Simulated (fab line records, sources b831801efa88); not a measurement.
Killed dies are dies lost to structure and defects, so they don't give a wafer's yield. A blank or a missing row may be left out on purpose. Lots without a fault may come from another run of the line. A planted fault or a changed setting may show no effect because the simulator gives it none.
fab line records | flow sky130
record lots=6 wafers=18 last_day=49
route steps=708 shown VIA2@522 METAL3@532 CAPM@537 PAD_OPEN@708
lots that met no fault: from a run of the same line without faults
start_h: hours from the record's first day to the start of the lot's first wafer shown | wait_h: hours since the lot's step before | " the same as in the row above | L1.1+2: a row that stands for several wafers | - no value, or no start given | * or withheld: withheld | < > ~ a bound
route shown NAME@n: a module of which the file shows steps, and the number in the route of the first | usual: mean/standard deviation of fault-free wafers | same: alike in all rows | chamber/n: place in a boat | sites: the reading at each site | _std_site: their standard deviation | _edge_site: outer sites' mean less inner sites' | radius_mm: how far each site lies from the wafer's centre | mask NAME#n: copy n | behind: the tool/chamber that last shaped the wafer | hold: why the lot was held/for how many hours/how that ended | device: the transistor (n, p or np) that didn't switch | end of line: the same wafers' tests at the end of the route | a step without rows: its recipe alone | killed: dies lost to structure and defects at the first sort, not the wafer's yield | map: a wafer's dies, x killed, . not, _ none there
set.NAME: the setting as run; set.NAME@STEP: as run at that earlier step | model.NAME: the simulator's own value behind a step, which no gauge read
lots at some steps of the route; a table a step, a row a wafer
services: from which hour (start_h, from the record's first day; less than 0 if before it) a tool's chamber was out of use, for how many hours, and why
## steps
# step SKY_VIA2_ETCH_15
# recipe target=SiO2 chemistry=C4F8/O2/Ar target_depth_nm=546 stop_on=TiN mask_material=KrF-thick source_w=1500 bias_w=1200 pressure_mtorr=40 c4f8_flow_sccm=withheld O2_flow_sccm=6 Ar_flow_sccm=300 time_s=84
# step SKY_VIA2_STRIP_16
# recipe chemistry=O2/N2 power_w=1400 pressure_mtorr=1500 platen_temp_c=withheld o2_flow_sccm=3000 n2_flow_sccm=300 overash_fraction=0.5
# step SKY_VIA2_STRIP_17
# recipe chemistry=post_etch_residue_remover time_s=1200 temp_c=72.5
# step SKY_VIA2_CLEAN_18
# recipe chemistry=IPA time_s=180 temp_c=25
# step SKY_VIA2_CLEAN_19
# recipe chemistry=O3/DIW dry=n2_spin
# step SKY_VIA2_SPUTTER_20
# recipe material=TiN target_thk_nm=20 chamber_pressure_pa=5 power_w=4000 time_s=80
# usual throttle_valve_pct=30.6/1.5
# columns lot.wafer tool chamber start_h wait_h throttle_valve_pct
L427.2 pvd_sputter-01 - 846.80 0.0 31.2
L427.3 " - " " 29.7
L427.4 " - " " 30.7
L428.1 pvd_sputter-01 - 856.76 0.0 33.2
L428.2 " - " " 29.8
L428.6 " - " " 31.0
L436.2 pvd_sputter-03 - 921.84 0.0 32.0
L436.3 " - " " 27.4
L436.5 " - " " 30.3
L437.1 pvd_sputter-03 - 924.88 0.0 27.5
L437.2 " - " " 31.9
L437.4 " - " " 29.6
L440.1 pvd_sputter-01 - 955.17 0.0 33.2
L440.4 " - " " 29.4
L440.5 " - " " 29.6
L441.1 pvd_sputter-04 - 965.60 0.0 30.8
L441.3 " - " " 31.3
L441.4 " - " " 29.4
# step SKY_VIA2_CVD_21
# recipe material=W target_thk_nm=420 time_s=126.4 temp_c=400 pressure_torr=40
# usual chamber_pressure_Torr=40.00/0.092 heater_power_outer_w=531/33 heater_power_w=895/40
# columns lot.wafer tool chamber start_h wait_h chamber_pressure_Torr heater_power_outer_w heater_power_w
L427.2 cvd_w-02 0 846.86 0.0 39.98 536 937
L427.3 " 1 " " 39.90 535 944
L427.4 " 0 " " 39.85 538 948
L428.1 cvd_w-01 1 856.82 0.0 40.10 590 920
L428.2 " 0 " " 40.18 517 850
L428.6 " 1 " " 39.97 578 925
L436.2 cvd_w-02 1 921.90 0.0 39.98 505 889
L436.3 " 0 " " 39.85 488 875
L436.5 " 1 " " 39.88 513 887
L437.1 cvd_w-01 0 924.94 0.0 39.94 532 858
L437.2 " 1 " " 39.92 597 941
L437.4 " 0 " " 39.97 519 864
L440.1 cvd_w-01 0 955.23 0.0 39.70 505 840
L440.4 " 1 " " 39.93 602 936
L440.5 " 0 " " 39.97 526 823
L441.1 cvd_w-02 0 965.66 0.0 39.96 500 858
L441.3 " 1 " " 40.06 522 916
L441.4 " 0 " " 39.95 495 876
# step SKY_VIA2_RS_MEAS_22
# recipe thk_meas_gauge=four-point-probe reads=W_of_VIA2_CVD_21+TiN_of_VIA2_SPUTTER_20
# usual VIA2_W_RS=0.2749/0.0027
# columns lot.wafer tool chamber start_h wait_h VIA2_W_RS[ohm/sq]
L427.2 film_metro-03 - 847.01 0.1 0.2720
L427.3 " - " " 0.2771
L427.4 " - " " 0.2720
L428.1 film_metro-03 - 856.95 0.1 0.2728
L428.2 " - " " 0.2706
L428.6 " - " " 0.2729
L436.2 film_metro-01 - 922.05 0.1 0.2761
L436.3 " - " " 0.2732
L436.5 " - " " 0.2787
L437.1 film_metro-03 - 925.07 0.1 0.2728
L437.2 " - " " 0.2758
L437.4 " - " " 0.2744
L440.1 film_metro-01 - 955.36 0.1 0.2708
L440.4 " - " " 0.2693
L440.5 " - " " 0.2704
L441.1 film_metro-04 - 965.79 0.1 0.2758
L441.3 " - " " 0.2764
L441.4 " - " " 0.2735
# step SKY_VIA2_THK_MEAS_23
# recipe thk_meas_gauge=xrf reads=W_of_VIA2_CVD_21
# usual VIA2_W_THK=421/4.9
# columns lot.wafer tool chamber start_h wait_h VIA2_W_THK[nm]
L427.2 film_metro-03 - 847.12 0.1 422
L427.3 " - " " 414
L427.4 " - " " 422
L428.1 film_metro-03 - 857.07 0.1 417
L428.2 " - " " 424
L428.6 " - " " 423
L436.2 film_metro-01 - 922.16 0.1 422
L436.3 " - " " 423
L436.5 " - " " 417
L437.1 film_metro-03 - 925.19 0.1 422
L437.2 " - " " 417
L437.4 " - " " 422
L440.1 film_metro-01 - 955.48 0.1 431
L440.4 " - " " 435
L440.5 " - " " 428
L441.1 film_metro-04 - 965.91 0.1 422
L441.3 " - " " 421
L441.4 " - " " 426
# step SKY_VIA2_CMP_24
# recipe stop_on=SiO2 t_overpolish_s=20 down_force_psi=3.5 platen_rpm=60 target_thk_nm=0 pad_velocity_m_s=0.94248
# step SKY_METAL3_SPUTTER_00
# recipe material=Ti target_thk_nm=15 power_w=3000 time_s=10 chamber_pressure_pa=0.4
# usual throttle_valve_pct=30.4/1.4
# columns lot.wafer tool chamber start_h wait_h throttle_valve_pct
L427.2 pvd_sputter-04 - 847.47 0.2 31.3
L427.3 " - " " 31.9
L427.4 " - " " 31.5
L428.1 pvd_sputter-04 - 857.43 0.1 30.9
L428.2 " - " " 31.5
L428.6 " - " " 29.5
L436.2 pvd_sputter-04 - 922.51 0.2 30.8
L436.3 " - " " 31.5
L436.5 " - " " 32.0
L437.1 pvd_sputter-04 - 925.78 0.2 31.9
L437.2 " - " " 29.5
L437.4 " - " " 31.3
L440.1 pvd_sputter-03 - 955.84 0.1 29.7
L440.4 " - " " 27.2
L440.5 " - " " 30.4
L441.1 pvd_sputter-03 - 966.27 0.2 27.6
L441.3 " - " " 29.6
L441.4 " - " " 32.1
# step SKY_METAL3_SPUTTER_01
# recipe material=TiN target_thk_nm=20 power_w=6500 time_s=16.7 chamber_pressure_pa=0.4
# step SKY_METAL3_SPUTTER_02
# recipe material=AlCu target_thk_nm=735 power_w=10600 time_s=39.1 chamber_pressure_pa=0.4
# usual throttle_valve_pct=30.4/1.4
# columns lot.wafer tool chamber start_h wait_h throttle_valve_pct model.AlCu_of_METAL3_SPUTTER_02.thk_nm
L427.2 pvd_sputter-04 - 847.52 0.0 31.2 720.7
L427.3 " - " " 32.2 733.6
L427.4 " - " " 31.6 721.2
L428.1 pvd_sputter-04 - 857.48 0.0 30.8 728.4
L428.2 " - " " 31.5 724.1
L428.6 " - " " 29.4 728.5
L436.2 pvd_sputter-04 - 922.56 0.0 30.9 735
L436.3 " - " " 31.3 737.7
L436.5 " - " " 32.1 737.9
L437.1 pvd_sputter-04 - 925.83 0.0 31.9 739.9
L437.2 " - " " 29.3 739.3
L437.4 " - " " 31.5 750.5
L440.1 pvd_sputter-03 - 955.89 0.0 29.8 733.2
L440.4 " - " " 27.3 730.7
L440.5 " - " " 30.0 729
L441.1 pvd_sputter-03 - 966.32 0.0 27.1 736
L441.3 " - " " 29.7 737.4
L441.4 " - " " 32.1 737.9
# step SKY_METAL3_SPUTTER_03
# recipe material=Ti target_thk_nm=5 power_w=3000 time_s=3.3 chamber_pressure_pa=0.4
# usual throttle_valve_pct=30.4/1.4
# columns lot.wafer tool chamber start_h wait_h throttle_valve_pct
L427.2 pvd_sputter-04 - 847.56 0.0 31.5
L427.3 " - " " 32.3
L427.4 " - " " 31.4
L428.1 pvd_sputter-04 - 857.52 0.0 30.7
L428.2 " - " " 31.5
L428.6 " - " " 29.8
L436.2 pvd_sputter-04 - 922.60 0.0 30.8
L436.3 " - " " 31.4
L436.5 " - " " 32.1
L437.1 pvd_sputter-04 - 925.87 0.0 32.1
L437.2 " - " " 29.2
L437.4 " - " " 31.4
L440.1 pvd_sputter-03 - 955.93 0.0 29.8
L440.4 " - " " 27.3
L440.5 " - " " 30.1
L441.1 pvd_sputter-03 - 966.36 0.0 27.5
L441.3 " - " " 29.7
L441.4 " - " " 32.0
# step SKY_METAL3_SPUTTER_04
# recipe material=TiN target_thk_nm=70 power_w=6500 time_s=58.3 chamber_pressure_pa=0.4
# usual throttle_valve_pct=30.4/1.4
# columns lot.wafer tool chamber start_h wait_h throttle_valve_pct
L427.2 pvd_sputter-04 - 847.58 0.0 31.4
L427.3 " - " " 32.0
L427.4 " - " " 31.3
L428.1 pvd_sputter-04 - 857.53 0.0 30.8
L428.2 " - " " 31.5
L428.6 " - " " 29.7
L436.2 pvd_sputter-04 - 922.62 0.0 30.7
L436.3 " - " " 31.4
L436.5 " - " " 32.4
L437.1 pvd_sputter-04 - 925.88 0.0 32.1
L437.2 " - " " 29.4
L437.4 " - " " 31.3
L440.1 pvd_sputter-03 - 955.95 0.0 29.7
L440.4 " - " " 27.4
L440.5 " - " " 30.3
L441.1 pvd_sputter-03 - 966.37 0.0 27.3
L441.3 " - " " 29.8
L441.4 " - " " 31.8
# step SKY_CAPM_CVD_00
# recipe material=SiO2 target_thk_nm=15.5 temp_c=400 time_s=withheld rf_w=450
# step SKY_CAPM_THK_MEAS_01
# recipe reads=SiO2_of_CAPM_CVD_00
# usual CAPM_CVD_00_THK=15.45/0.29
# columns lot.wafer tool chamber start_h wait_h CAPM_CVD_00_THK[nm]
L427.2 film_metro-02 - 847.67 - 15.62
L427.3 " - " " 15.70
L427.4 " - " " 15.75
L428.1 film_metro-03 - 857.60 - 15.42
L428.2 " - " " 15.38
L428.6 " - " " 15.46
L436.2 film_metro-04 - 922.71 - 15.09
L436.3 " - " " 15.51
L436.5 " - " " 15.28
L437.1 film_metro-04 - 925.95 - 15.93
L437.2 " - " " 15.78
L437.4 " - " " 16.07
L440.1 film_metro-04 - 956.02 - 15.33
L440.4 " - " " 15.52
L440.5 " - " " 15.41
L441.1 film_metro-04 - 966.44 - 15.35
L441.3 " - " " 15.61
L441.4 " - " " 15.79
# step SKY_CAPM_SPUTTER_02
# recipe material=TiN target_thk_nm=200 temp_c=300 power_w=6500 time_s=166.7 chamber_pressure_pa=0.4
# step SKY_CAPM_RS_MEAS_03
# recipe thk_meas_gauge=four-point-probe reads=TiN_of_CAPM_SPUTTER_02
# usual CAPM_TIN_RS=6.90/0.076
# columns lot.wafer tool chamber start_h wait_h CAPM_TIN_RS[ohm/sq]
L427.2 film_metro-03 - 847.85 0.1 6.86
L427.3 " - " " 6.87
L427.4 " - " " 6.88
L428.1 film_metro-02 - 857.77 0.1 6.90
L428.2 " - " " 6.95
L428.6 " - " " 6.92
L436.2 film_metro-03 - 922.89 0.1 6.84
L436.3 " - " " 6.91
L436.5 " - " " 6.90
L437.1 film_metro-03 - 926.12 0.1 6.82
L437.2 " - " " 6.80
L437.4 " - " " 6.82
L440.1 film_metro-02 - 956.19 0.1 7.01
L440.4 " - " " 6.96
L440.5 " - " " 6.91
L441.1 film_metro-02 - 966.61 0.1 7.03
L441.3 " - " " 6.88
L441.4 " - " " 6.97
# step SKY_CAPM_THK_MEAS_04
# recipe thk_meas_gauge=xrf reads=TiN_of_CAPM_SPUTTER_02
# usual CAPM_TIN_THK=194.6/2.3
# columns lot.wafer tool chamber start_h wait_h CAPM_TIN_THK[nm]
L427.2 film_metro-03 - 847.96 0.1 196.1
L427.3 " - " " 196.4
L427.4 " - " " 195.8
L428.1 film_metro-02 - 857.89 0.1 193.7
L428.2 " - " " 191.3
L428.6 " - " " 192.3
L436.2 film_metro-03 - 923.00 0.1 195.8
L436.3 " - " " 194.6
L436.5 " - " " 194.2
L437.1 film_metro-03 - 926.24 0.1 196.5
L437.2 " - " " 196.9
L437.4 " - " " 196.9
L440.1 film_metro-02 - 956.31 0.1 189.7
L440.4 " - " " 191.2
L440.5 " - " " 191.9
L441.1 film_metro-02 - 966.73 0.1 189.2
L441.3 " - " " 194.1
L441.4 " - " " 190.2
# step SKY_CAPM_DEHYDRATE_05
# recipe temp_c=200 time_s=60
# step SKY_CAPM_HMDS_06
# recipe prime_time_s=60 prime_temp_c=120
# step SKY_CAPM_COAT_07
# recipe resist=NOVOLAK spin_rpm=3000 resist_thk_nm=1140
# step SKY_CAPM_SOFTBAKE_08
# recipe temp_c=90 time_s=60 resist=NOVOLAK
# step SKY_CAPM_EXPOSE_09
# recipe mask_id=CAPM na=0.6 source_shape=conventional sigma_outer=0.6 polarization=unpolarized target_cd_nm=1000 dose_mj=159
# step SKY_CAPM_PEB_10
# recipe temp_c=withheld time_s=* resist=NOVOLAK
# step SKY_CAPM_DEVELOP_11
# recipe resist=NOVOLAK developer=TMAH develop_time_s=60 dev_temp_c=23
# step SKY_CAPM_OVL_MEAS_12
# usual CAPM_OVL=0.2/1.1
# columns lot.wafer tool chamber start_h wait_h CAPM_OVL[nm]
L427.2 overlay-01 - 873.32 0.1 1.4
L427.3 " - " " 0.6
L427.4 " - " " 0.7
L428.1 overlay-01 - 882.92 0.1 0.5
L428.2 " - " " -1.0
L428.6 " - " " -0.2
L436.2 overlay-02 - 947.73 0.1 1.2
L436.3 " - " " 1.8
L436.5 " - " " 0.1
L437.1 overlay-01 - 950.37 0.1 1.7
L437.2 " - " " 0.3
L437.4 " - " " -0.3
L440.1 overlay-01 - 979.37 0.1 -0.6
L440.4 " - " " 1.1
L440.5 " - " " -1.2
L441.1 overlay-01 - 989.61 0.1 0.0
L441.3 " - " " -0.1
L441.4 " - " " -0.8
# step SKY_CAPM_METAL_ETCH_13
# recipe target_depth_nm=220 stop_on=SiO2 chemistry=Cl2/BCl3 target=TiN pressure_mtorr=10 icp_w=900 bias_w=48.5 Cl2_flow_sccm=60 bcl3_flow_sccm=30 time_s=62.9
# step SKY_CAPM_STRIP_14
# recipe chemistry=O2/N2 power_w=1400 pressure_mtorr=1500 platen_temp_c=withheld o2_flow_sccm=3000 n2_flow_sccm=300 overash_fraction=0.5
# step SKY_CAPM_STRIP_15
# recipe chemistry=post_etch_residue_remover time_s=1200 temp_c=72.5
# step SKY_CAPM_CLEAN_16
# recipe chemistry=IPA time_s=180 temp_c=25
# step SKY_CAPM_CLEAN_17
# recipe chemistry=O3/DIW dry=n2_spin
# step SKY_METAL3_DEHYDRATE_05
# recipe temp_c=200 time_s=60
# step SKY_METAL3_HMDS_06
# recipe prime_time_s=60 prime_temp_c=120
# step SKY_METAL3_COAT_07
# recipe resist=BARC temp_c=withheld time_s=withheld spin_rpm=3000 resist_thk_nm=60
# step SKY_METAL3_COAT_08
# recipe resist=KrF-thick spin_rpm=3000 resist_thk_nm=1140
# step SKY_METAL3_SOFTBAKE_09
# recipe temp_c=100 time_s=90 resist=KrF-thick
# step SKY_METAL3_EXPOSE_10
# recipe mask_id=MM3 na=0.68 source_shape=annular sigma_inner=0.4 sigma_outer=0.8 target_cd_nm=300 dose_mj=28
# step SKY_METAL3_PEB_11
# recipe peb_temp_c=withheld peb_time_s=withheld resist=KrF-thick
# step SKY_METAL3_DEVELOP_12
# recipe develop_time_s=60 resist=KrF-thick dev_temp_c=21
# step SKY_METAL3_CD_MEAS_13
# recipe target_cd_nm=300
# usual cd_nm=299.3/1.4
# columns lot.wafer tool chamber start_h wait_h cd_nm
L427.2 cd_sem-01 - 899.29 - 299.2
L427.3 " - " " 299.8
L427.4 " - " " 298.2
L428.1 cd_sem-01 - 908.82 - 301.1
L428.2 " - " " 301.1
L428.6 " - " " 299.5
L436.2 cd_sem-02 - 972.68 - 298.1
L436.3 " - " " 298.0
L436.5 " - " " 298.2
L437.1 cd_sem-02 - 974.28 - 299.4
L437.2 " - " " 300.5
L437.4 " - " " 299.4
L440.1 cd_sem-02 - 1002.12 - 298.5
L440.4 " - " " 300.9
L440.5 " - " " 299.7
L441.1 cd_sem-02 - 1012.97 - 298.5
L441.3 " - " " 298.9
L441.4 " - " " 299.5
# step SKY_METAL3_METAL_ETCH_18
# recipe target_depth_a=8450 stop_on=SiO2 over_etch_frac=0.3 time_s=183.1 chemistry=Cl2/BCl3 resist_sidewall_deg=88 pressure_mtorr=10 icp_w=900 bias_w=48.5 Cl2_flow_sccm=60 bcl3_flow_sccm=30
# usual drypump_motor_current_A=5.9/0.43 oes_product_au=0.865/0.0057 rf_fwd_power_W=897.0/2.9 throttle_valve_pct=22.265/0.0082
# columns lot.wafer tool chamber start_h wait_h drypump_motor_current_A oes_product_au rf_fwd_power_W rf_hours_counter_h throttle_valve_pct model.METAL3.feature_depth_nm model.etch.depth_nm
L427.2 rie_metal-02 1 899.58 0.0 6.4 0.856 898.3 20 22.252 851.5 851.5
L427.3 " 0 " " 6.4 0.858 897.5 - 22.277 864.8 864.8
L427.4 " 1 " " 6.5 0.856 899.4 - 22.274 852.2 852.2
L428.1 rie_metal-04 0 909.13 0.0 5.3 0.863 891.7 6 22.271 858.8 858.8
L428.2 " 1 " " 6.0 0.849 901.3 3 22.267 854.5 854.5
L428.6 " 1 " " 6.0 0.868 894.1 - 22.278 856.9 856.9
L436.2 rie_metal-04 0 973.11 0.0 5.3 0.869 897.0 8 22.266 865.2 865.2
L436.3 " 1 " " 6.0 0.870 897.7 - 22.273 867.9 867.9
L436.5 " 1 " " 6.0 0.868 895.4 - 22.255 867.4 867.4
L437.1 rie_metal-02 0 974.59 0.0 6.3 0.871 900.6 7 22.286 870.5 870.5
L437.2 " 0 " " 6.3 0.870 899.2 - 22.261 868.9 868.9
L437.4 " 0 " " 6.3 0.871 896.8 - 22.260 882.1 882.1
L440.1 rie_metal-03 1 1002.43 0.0 5.6 0.863 897.7 14 22.258 864.1 864.1
L440.4 " 0 " " 5.7 0.866 894.7 - 22.255 861.2 861.2
L440.5 " 1 " " 5.6 0.859 899.8 - 22.275 860.4 860.4
L441.1 rie_metal-03 0 1013.32 0.0 5.7 0.871 899.2 4 22.266 865.4 865.4
L441.3 " 1 " " 5.6 0.866 903.1 - 22.276 867.2 867.2
L441.4 " 0 " " 5.7 0.868 897.8 - 22.251 866.8 866.8
# step SKY_PAD_OPEN_PROBE_99
# usual defect_limited_yield=82.3/2 killed_at_M0_to_M3=44/7.1 killed_at_M4_up=3.3/1.8 killed_at_contacts=24/5.1 killed_at_front_end=16/4.7 killed_at_other=0.3/0.52 killed_dies=87/9.7 killed_open=47/6.8 killed_short=39/6.7 sort_bin_3_pad_short=0.9/0.43 sort_bin_5_function=10.4/1.4 sort_bin_6_memory=6.4/1.2 sort_n_pass=405/9.7 sort_yield_pct=82.3/2
# same gross_dies=492 killed_at_back_side=0 sort_bin_4_leakage[%]=0 sort_bin_8_speed[%]=0
# columns lot.wafer tool chamber start_h wait_h defect_limited_yield[%] killed_at_M0_to_M3 killed_at_M4_up killed_at_contacts killed_at_front_end killed_at_other killed_dies killed_open killed_short sort_bin_3_pad_short[%] sort_bin_5_function[%] sort_bin_6_memory[%] sort_n_pass sort_yield_pct[%] model.etest.met3.rs_ohm_sq
L427.2 prober-01 - 1071.28 0.1 82.1 41 5 27 15 0 88 61 26 0.8 10.2 6.9 404 82.1 0.04385
L427.3 prober-01 - 1071.33 0.2 79.3 53 5 29 15 0 102 60 42 0.6 11.8 8.3 390 79.3 0.04294
L427.4 prober-01 - 1071.38 0.2 79.5 53 4 33 11 0 101 56 44 0.4 11.6 8.5 391 79.5 0.04369
L428.1 prober-01 - 1081.75 0.1 81.9 43 3 25 18 0 89 44 45 1.0 9.6 7.5 403 81.9 0.04343
L428.2 prober-01 - 1081.80 0.1 82.7 40 5 23 17 0 85 56 29 1.0 10.6 5.7 407 82.7 0.04334
L428.6 prober-01 - 1082.00 0.2 85.4 32 3 21 15 1 72 39 33 1.0 7.3 6.3 420 85.4 0.0428
L436.2 prober-01 - 1132.46 0.1 82.1 42 1 28 16 1 88 56 32 0.6 10.0 7.3 404 82.1 0.04258
L436.3 prober-01 - 1132.51 0.2 82.7 39 2 28 16 0 85 46 39 0.2 10.8 6.3 407 82.7 0.04231
L436.5 prober-01 - 1132.61 0.2 82.1 39 9 25 15 0 88 52 36 0.2 10.8 6.9 404 82.1 0.04262
L437.1 prober-02 - 1134.59 0.1 82.1 41 6 20 20 1 88 45 43 0.8 10.8 6.3 404 82.1 0.04246
L437.2 prober-02 - 1134.64 0.1 80.9 35 2 31 26 0 94 49 45 0.6 12.4 6.1 398 80.9 0.04246
L437.4 prober-02 - 1134.74 0.2 82.9 35 2 27 18 2 84 61 23 0.4 10.2 6.5 408 82.9 0.0421
L440.1 prober-01 - 1156.95 0.1 79.5 59 5 17 20 0 101 55 46 1.4 11.6 7.5 391 79.5 0.04257
L440.4 prober-01 - 1157.10 0.2 83.1 33 1 25 24 0 83 45 38 1.2 8.9 6.7 409 83.1 0.04271
L440.5 prober-01 - 1157.15 0.2 81.5 46 5 25 15 0 91 51 40 1.4 10.8 6.3 401 81.5 0.04324
L441.1 prober-02 - 1166.34 0.1 81.7 46 4 23 17 0 90 52 36 0.8 11.2 6.3 402 81.7 0.04236
L441.3 prober-02 - 1166.44 0.2 80.1 61 2 20 15 0 98 51 45 1.0 11.8 7.1 394 80.1 0.04272
L441.4 prober-02 - 1166.49 0.2 81.5 44 2 26 19 0 91 41 50 0.8 12.0 5.7 401 81.5 0.04285
# killed by level:class
L427.2 CONTACT:geometric_particle:open=15 VIA2:geometric_particle:open=9 VIA1:geometric_particle:open=8 VIA3:geometric_particle:open=7 FIELD_ISO:geometric_particle:open=5 SPACER:geometric_particle:open=4 METAL2:geometric_particle:short=4 METAL1:geometric_particle:short=4
L427.3 VIA1:geometric_particle:open=16 LI_CONTACT:geometric_particle:open=12 CONTACT:geometric_particle:open=9 METAL2:geometric_particle:short=8 VIA2:geometric_particle:open=7 VIA1:geometric_particle:short=6 METAL1:geometric_particle:short=5 VIA3:geometric_particle:open=5
L427.4 LI_CONTACT:geometric_particle:open=14 CONTACT:geometric_particle:open=11 METAL2:geometric_particle:short=9 VIA1:geometric_particle:open=7 VIA2:geometric_particle:open=7 VIA2:geometric_particle:short=6 FIELD_ISO:geometric_particle:short=4 FIELD_ISO:geometric_particle:open=4
L428.1 VIA1:geometric_particle:open=9 CONTACT:geometric_particle:open=8 CONTACT:geometric_particle:short=7 VIA1:geometric_particle:short=7 FIELD_ISO:geometric_particle:short=6 VIA3:geometric_particle:open=6 VIA2:geometric_particle:open=5 POLY_GATE:geometric_particle:open=4
L428.2 VIA2:geometric_particle:open=11 VIA1:geometric_particle:open=9 CONTACT:geometric_particle:open=8 LI_CONTACT:geometric_particle:open=7 METAL1:geometric_particle:short=5 FIELD_ISO:geometric_particle:open=4 POLY_GATE:geometric_particle:open=4 LI_CONTACT:geometric_particle:short=3
L428.6 CONTACT:geometric_particle:open=12 VIA1:geometric_particle:open=7 VIA1:geometric_particle:short=6 SPACER:geometric_particle:open=4 LI_CONTACT:geometric_particle:open=4 METAL1:geometric_particle:short=4 VIA2:geometric_particle:open=3 VIA3:geometric_particle:open=3
L436.2 VIA1:geometric_particle:open=11 CONTACT:geometric_particle:open=10 VIA2:geometric_particle:open=9 VIA3:geometric_particle:open=9 LI_CONTACT:geometric_particle:open=8 POLY_GATE:geometric_particle:open=5 LOCAL_INTERCONNECT:geometric_particle:short=5 CONTACT:geometric_particle:short=5
L436.3 VIA1:geometric_particle:open=11 LOCAL_INTERCONNECT:geometric_particle:short=8 CONTACT:geometric_particle:open=7 LI_CONTACT:geometric_particle:open=6 POLY_GATE:geometric_particle:open=5 CONTACT:geometric_particle:short=5 VIA3:geometric_particle:open=5 VIA1:geometric_particle:short=4
L436.5 VIA1:geometric_particle:open=11 VIA3:geometric_particle:open=9 VIA2:geometric_particle:open=8 CONTACT:geometric_particle:short=7 LI_CONTACT:geometric_particle:open=6 CONTACT:geometric_particle:open=6 METAL4:geometric_particle:short=5 POLY_GATE:geometric_particle:open=4
L437.1 METAL2:geometric_particle:short=8 POLY_GATE:geometric_particle:open=7 LI_CONTACT:geometric_particle:open=7 CONTACT:geometric_particle:open=7 VIA1:geometric_particle:open=7 VIA3:geometric_particle:open=6 VIA2:geometric_particle:open=6 FIELD_ISO:geometric_particle:short=5
L437.2 CONTACT:geometric_particle:open=11 VIA1:geometric_particle:open=10 FIELD_ISO:geometric_particle:short=8 CONTACT:geometric_particle:short=7 FIELD_ISO:geometric_particle:open=6 POLY_GATE:geometric_particle:short=6 VIA1:geometric_particle:short=6 LI_CONTACT:geometric_particle:open=5
L437.4 CONTACT:geometric_particle:open=11 VIA1:geometric_particle:open=10 LI_CONTACT:geometric_particle:open=8 VIA3:geometric_particle:open=7 FIELD_ISO:geometric_particle:open=5 POLY_GATE:geometric_particle:open=5 METAL1:geometric_particle:open=4 POLY_GATE:geometric_particle:short=3
L440.1 VIA1:geometric_particle:open=15 METAL2:geometric_particle:short=12 VIA2:geometric_particle:open=10 POLY_GATE:geometric_particle:open=8 VIA1:geometric_particle:short=7 CONTACT:geometric_particle:open=6 VIA3:geometric_particle:open=6 FIELD_ISO:geometric_particle:open=4
L440.4 CONTACT:geometric_particle:open=8 FIELD_ISO:geometric_particle:open=7 VIA1:geometric_particle:open=7 FIELD_ISO:geometric_particle:short=6 LI_CONTACT:geometric_particle:open=6 LOCAL_INTERCONNECT:geometric_particle:short=6 VIA1:geometric_particle:short=5 CONTACT:geometric_particle:short=4
L440.5 VIA1:geometric_particle:open=11 LI_CONTACT:geometric_particle:open=8 CONTACT:geometric_particle:open=7 VIA2:geometric_particle:open=7 LOCAL_INTERCONNECT:geometric_particle:short=6 METAL1:geometric_particle:short=6 METAL2:geometric_particle:short=5 VIA3:geometric_particle:open=5
L441.1 VIA1:geometric_particle:open=12 CONTACT:geometric_particle:open=10 LI_CONTACT:geometric_particle:open=7 VIA1:geometric_particle:short=6 FIELD_ISO:geometric_particle:open=5 METAL1:geometric_particle:short=4 METAL2:geometric_particle:short=4 VIA2:geometric_particle:open=4
L441.3 VIA1:geometric_particle:open=16 VIA3:geometric_particle:open=10 LI_CONTACT:geometric_particle:short=7 VIA1:geometric_particle:short=7 METAL2:geometric_particle:short=7 LI_CONTACT:geometric_particle:open=6 FIELD_ISO:geometric_particle:short=4 VIA2:geometric_particle:open=4
L441.4 VIA1:geometric_particle:open=10 CONTACT:geometric_particle:open=7 VIA1:geometric_particle:short=7 LOCAL_INTERCONNECT:geometric_particle:short=6 FIELD_ISO:geometric_particle:short=5 LI_CONTACT:geometric_particle:short=5 VIA3:geometric_particle:open=5 FIELD_ISO:geometric_particle:open=4
## services
# columns tool chamber start_h hours kind
pvd_sputter-04 3 832.59 - consumable_replace:kit
pvd_sputter-04 3 832.59 18.0 scheduled_down
pvd_sputter-04 3 832.59 18.0 vent_cycle
pvd_sputter-03 0 839.61 - consumable_replace:kit
pvd_sputter-03 0 839.61 18.0 scheduled_down
pvd_sputter-03 0 839.61 18.0 vent_cycle
pvd_sputter-04 - 854.81 2.0 repair
cvd_w-01 - 876.97 6.9 pm
pvd_sputter-01 - 877.90 3.2 repair
rie_metal-02 - 892.69 0.2 repair
pvd_sputter-01 - 901.31 6.1 repair
rie_metal-02 - 902.49 0.6 repair
cvd_w-02 - 904.00 14.0 pm
cvd_w-02 0 904.00 14.0 vent_cycle
cvd_w-02 1 904.00 14.0 vent_cycle
pvd_sputter-04 - 966.36 3.0 repair
rie_metal-02 1 968.94 18.1 repair
pvd_sputter-03 3 969.87 - consumable_replace:kit
pvd_sputter-03 3 969.87 18.0 scheduled_down
pvd_sputter-03 3 969.87 18.0 vent_cycle
cvd_w-01 - 978.08 2.8 pm
pvd_sputter-04 2 996.46 - consumable_replace:kit
pvd_sputter-04 2 996.46 18.0 scheduled_down
pvd_sputter-04 2 996.46 18.0 vent_cycle
## key
first_sign none at tools or gauges
model_effect step=SKY_METAL3_SPUTTER_02 value=AlCu_of_METAL3_SPUTTER_02.thk_nm without=729.4 struck=744.1
model_effect step=SKY_METAL3_METAL_ETCH_18 value=METAL3.feature_depth_nm without=860.4 struck=875
model_effect step=SKY_PAD_OPEN_PROBE_99 value=etest.met3.rs_ohm_sq without=0.04307 struck=0.04221
met_at SKY_METAL3_SPUTTER_02
struck_wafers L436.3,L437.4
onset_between 857.48 922.56
fault kind=process_parameter_drift tool=pvd_sputter-04 chamber=- onset_h=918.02 steps=SKY_METAL3_SPUTTER_02 channel=target_thk_nm offset=14.664 shape=step end_h=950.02 acts_in=these_recipes_only stated=735 scope=struck_wafers_only
